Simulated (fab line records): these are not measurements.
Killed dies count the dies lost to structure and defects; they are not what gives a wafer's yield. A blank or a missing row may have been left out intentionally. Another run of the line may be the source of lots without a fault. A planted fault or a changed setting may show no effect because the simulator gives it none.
fab line records | flow gf180mcu
[record] lots = 14 wafers = 42 lastDay = 34
route steps=602 shown HV_LDD@211 PSD@256 SAB@265
lots that met no fault: from a run of the same line without faults
startH: the number of hours between the record's first day and the start of the first shown wafer of the lot | waitH: hours elapsed since this lot's preceding step | " as in the row above | L1.1+2: a row that stands for several wafers | - either no value or no given start | * or withheld: withheld | < > ~ a bound
route shown NAME@n: NAME is a module with steps in the file, n the number in the route of the first one | usual: mean and standard deviation over wafers with no fault | same: alike in all rows | chamber/n: place in a boat | sites: per-site readings | _std_site: their standard deviation | _edge_site: the outer-site mean with the inner-site mean subtracted | radiusMm: how far each site lies from the wafer's centre | mask NAME#n: copy n | behind: the tool/chamber that last shaped the wafer | hold: reason for holding the lot/hours on hold/outcome of the hold | device: names the non-switching transistor (n, p or np) | end of line: the route-end tests of the same wafers | a step with no rows: only its recipe | killed: not the wafer's yield, but the dies lost to structure and defects at the first sort | map: shows each die of a wafer: x if killed, . if not, _ if none is there
set.NAME: the setting as run; set.NAME@STEP: as run at that earlier step | model.NAME: the simulator's own value behind a step, which no gauge read
one table for each step of the route and one row for each wafer, over a sample of lots
services: when a tool's chamber went out of use (startH, in hours from the record's first day, below 0 if earlier), for how many hours, and the reason
[[steps]]
[step GF_HV_LDD_IMPLANT_35]
[recipe] species = P energyKev = 60 doseCm2 = 7.5e+12 tiltDeg = 30 rotationDeg = 180
[usual] doseIonsCm2 = 7.498e+12/8.9e+09 rotationDeg = 180.00/0.052
// columns lot.wafer tool chamber startH waitH doseIonsCm2 rotationDeg
L869.2 implanter-02 0 264.09 0.1 7.488e+12 180.06
L869.3 " 0 " " 7.51e+12 180.01
L869.6 " 0 " " 7.505e+12 179.93
L871.2 implanter-04 0 272.73 0.1 7.491e+12 180.03
L871.3 " 0 " " 7.503e+12 180.03
L871.5 " 0 " " 7.5e+12 179.91
L872.1 implanter-04 0 287.01 0.1 7.492e+12 179.88
L872.2 " 0 " " 7.496e+12 180.02
L872.5 " 0 " " 7.512e+12 180.02
L873.3 implanter-02 0 292.06 0.1 7.468e+12 180.04
L873.5 " 0 " " 7.494e+12 179.97
L873.6 " 0 " " 7.471e+12 179.95
L875.1 implanter-04 0 305.71 0.1 7.508e+12 180.00
L875.2 " 0 " " 7.496e+12 179.97
L875.3 " 0 " " 7.505e+12 180.04
L876.2 implanter-03 0 320.53 0.1 7.498e+12 179.99
L876.3 " 0 " " 7.508e+12 180.03
L876.6 " 0 " " 7.502e+12 180.00
L880.1 implanter-03 0 351.81 0.1 7.493e+12 180.06
L880.2 " 0 " " 7.497e+12 180.00
L880.3 " 0 " " 7.498e+12 179.99
L883.2 implanter-03 0 376.79 0.1 7.499e+12 258.00
L883.4 " 0 " " 7.491e+12 258.09
L883.6 " 0 " " 7.501e+12 257.91
L884.1 implanter-03 0 391.90 0.1 7.505e+12 257.94
L884.2 " 0 " " 7.505e+12 258.05
L884.3 " 0 " " 7.51e+12 258.03
L886.3 implanter-02 0 405.40 0.1 7.489e+12 179.93
L886.5 " 0 " " 7.51e+12 179.99
L886.6 " 0 " " 7.505e+12 180.03
L887.2 implanter-04 0 411.19 0.1 7.495e+12 179.95
L887.3 " 0 " " 7.499e+12 180.09
L887.6 " 0 " " 7.497e+12 179.91
L889.1 implanter-04 0 415.85 0.1 7.487e+12 179.93
L889.3 " 0 " " 7.488e+12 180.05
L889.5 " 0 " " 7.489e+12 180.02
L888.1 implanter-04 0 419.61 0.1 7.499e+12 179.98
L888.3 " 0 " " 7.494e+12 179.91
L888.5 " 0 " " 7.488e+12 180.00
L890.1 implanter-04 0 433.11 0.1 7.507e+12 180.00
L890.3 " 0 " " 7.498e+12 180.05
L890.5 " 0 " " 7.508e+12 180.02
[step GF_PSD_OVL_MEAS_08]
[usual] PSD_OVL = 0.8/1.1
// columns lot.wafer tool chamber startH waitH PSD_OVL[nm]
L869.2 overlay-02 - 328.28 0.1 0.4
L869.3 " - " " 1.4
L869.6 " - " " 1.7
L871.2 overlay-01 - 337.68 0.1 2.6
L871.3 " - " " 0.7
L871.5 " - " " 1.7
L872.1 overlay-01 - 352.48 0.1 -0.8
L872.2 " - " " 0.6
L872.5 " - " " 1.3
L873.3 overlay-01 - 358.89 0.1 -0.1
L873.5 " - " " -0.2
L873.6 " - " " 1.1
L875.1 overlay-01 - 374.22 0.1 -0.7
L875.2 " - " " 1.8
L875.3 " - " " 1.5
L876.2 overlay-02 - 391.42 0.1 1.1
L876.3 " - " " 1.7
L876.6 " - " " 0.8
L880.1 overlay-02 - 423.61 0.1 0.6
L880.2 " - " " 0.6
L880.3 " - " " 0.2
L883.2 overlay-02 - 451.73 0.1 2.2
L883.4 " - " " 1.9
L883.6 " - " " 2.0
L884.1 overlay-02 - 470.27 0.1 0.5
L884.2 " - " " -0.4
L884.3 " - " " 0.6
L886.3 overlay-02 - 481.19 0.1 -1.1
L886.5 " - " " 1.6
L886.6 " - " " -1.2
L887.2 overlay-01 - 488.12 0.1 0.8
L887.3 " - " " 0.3
L887.6 " - " " 1.9
L889.1 overlay-01 - 492.52 0.1 0.2
L889.3 " - " " 0.0
L889.5 " - " " 1.0
L888.1 overlay-01 - 496.52 0.1 0.9
L888.3 " - " " 0.4
L888.5 " - " " 1.2
L890.1 overlay-01 - 507.81 0.1 0.1
L890.3 " - " " 0.3
L890.5 " - " " -1.2
[step GF_PSD_TW_MEAS_11]
[usual] PSD_TW = 3165/21
// columns lot.wafer tool chamber startH waitH PSD_TW
L869.2 filmMetro-04 - 328.57 0.1 3193
L869.3 " - " " 3186
L869.6 " - " " 3183
L871.2 filmMetro-02 - 337.97 0.1 3138
L871.3 " - " " 3139
L871.5 " - " " 3138
L872.1 filmMetro-04 - 352.76 0.1 3183
L872.2 " - " " 3195
L872.5 " - " " 3200
L873.3 filmMetro-02 - 359.18 0.1 3162
L873.5 " - " " 3157
L873.6 " - " " 3138
L875.1 filmMetro-04 - 374.50 0.1 3181
L875.2 " - " " 3179
L875.3 " - " " 3174
L876.2 filmMetro-03 - 391.71 0.1 3175
L876.3 " - " " 3151
L876.6 " - " " 3173
L880.1 filmMetro-04 - 423.90 0.1 3181
L880.2 " - " " 3186
L880.3 " - " " 3179
L883.2 filmMetro-03 - 452.02 0.1 3151
L883.4 " - " " 3143
L883.6 " - " " 3144
L884.1 filmMetro-02 - 470.56 0.1 3151
L884.2 " - " " 3173
L884.3 " - " " 3157
L886.3 filmMetro-03 - 481.48 0.1 3163
L886.5 " - " " 3168
L886.6 " - " " 3159
L887.2 filmMetro-04 - 488.41 0.1 3196
L887.3 " - " " 3179
L887.6 " - " " 3200
L889.1 filmMetro-04 - 492.81 0.1 3180
L889.3 " - " " 3208
L889.5 " - " " 3206
L888.1 filmMetro-03 - 496.81 0.1 3179
L888.3 " - " " 3160
L888.5 " - " " 3166
L890.1 filmMetro-03 - 508.10 0.1 3163
L890.3 " - " " 3166
L890.5 " - " " 3172
[step GF_SAB_THK_MEAS_01]
[recipe] reads = SiO2_of_SAB_CVD_00
[usual] SAB_CVD_00_THK = 50.0/0.67
// columns lot.wafer tool chamber startH waitH SAB_CVD_00_THK[nm]
L869.2 filmMetro-01 - 329.03 0.0 49.6
L869.3 " - " " 49.3
L869.6 " - " " 50.8
L871.2 filmMetro-03 - 338.43 0.0 49.0
L871.3 " - " " 49.7
L871.5 " - " " 50.6
L872.1 filmMetro-01 - 353.22 0.0 49.5
L872.2 " - " " 50.0
L872.5 " - " " 50.0
L873.3 filmMetro-03 - 359.64 0.0 50.1
L873.5 " - " " 50.5
L873.6 " - " " 50.9
L875.1 filmMetro-02 - 374.95 0.0 49.2
L875.2 " - " " 49.4
L875.3 " - " " 49.2
L876.2 filmMetro-03 - 392.17 0.0 49.6
L876.3 " - " " 50.6
L876.6 " - " " 50.4
L880.1 filmMetro-01 - 424.36 0.0 49.6
L880.2 " - " " 49.2
L880.3 " - " " 49.1
L883.2 filmMetro-01 - 452.49 0.0 49.7
L883.4 " - " " 50.0
L883.6 " - " " 50.7
L884.1 filmMetro-01 - 471.01 0.0 49.2
L884.2 " - " " 49.9
L884.3 " - " " 48.8
L886.3 filmMetro-03 - 481.94 0.0 49.6
L886.5 " - " " 50.0
L886.6 " - " " 50.8
L887.2 filmMetro-03 - 488.91 0.0 49.7
L887.3 " - " " 49.5
L887.6 " - " " 50.3
L889.1 filmMetro-03 - 493.31 0.0 48.4
L889.3 " - " " 49.5
L889.5 " - " " 50.2
L888.1 filmMetro-03 - 497.26 0.0 49.6
L888.3 " - " " 49.7
L888.5 " - " " 50.9
L890.1 filmMetro-03 - 508.55 0.0 49.9
L890.3 " - " " 50.0
L890.5 " - " " 50.2
[[services]]
// columns tool chamber startH hours kind
implanter-04 - 240.25 3.9 pm
implanter-03 - 271.86 6.1 pm
implanter-03 - 277.96 4.3 pm
implanter-04 - 324.32 30.0 pm
implanter-04 - 354.35 2.5 pm
implanter-03 - 415.67 0.6 repair
[[key]]
[firstSign] step = GF_HV_LDD_IMPLANT_35 reading = rotationDeg direction = up sigmas = 99+ usual = 180.00 struck = 258.00
effect none on later readings
metAt GF_HV_LDD_IMPLANT_35
struckLots L883,L884
testerLeftOut L883,L884
notActingAt GF_PSD_OVL_MEAS_08,GF_PSD_TW_MEAS_11,GF_SAB_THK_MEAS_01
onsetBetween 351.81 376.79
[fault] kind = processParameterDrift tool = implanter-03 chamber = - onsetH = 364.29 steps = GF_HV_LDD_IMPLANT_35 channel = rotationDeg offset = 78.001 shape = step endH = 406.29 actsIn = theseRecipesOnly stated = 180
// testerLeftOut: of these lots the tester's yield and bins aren't shown, on N5 and GAA mostly nor the transistor test; their killed dies are dies lost to structure and defects alone, not to doping, threshold or leakage, so they don't give the yield
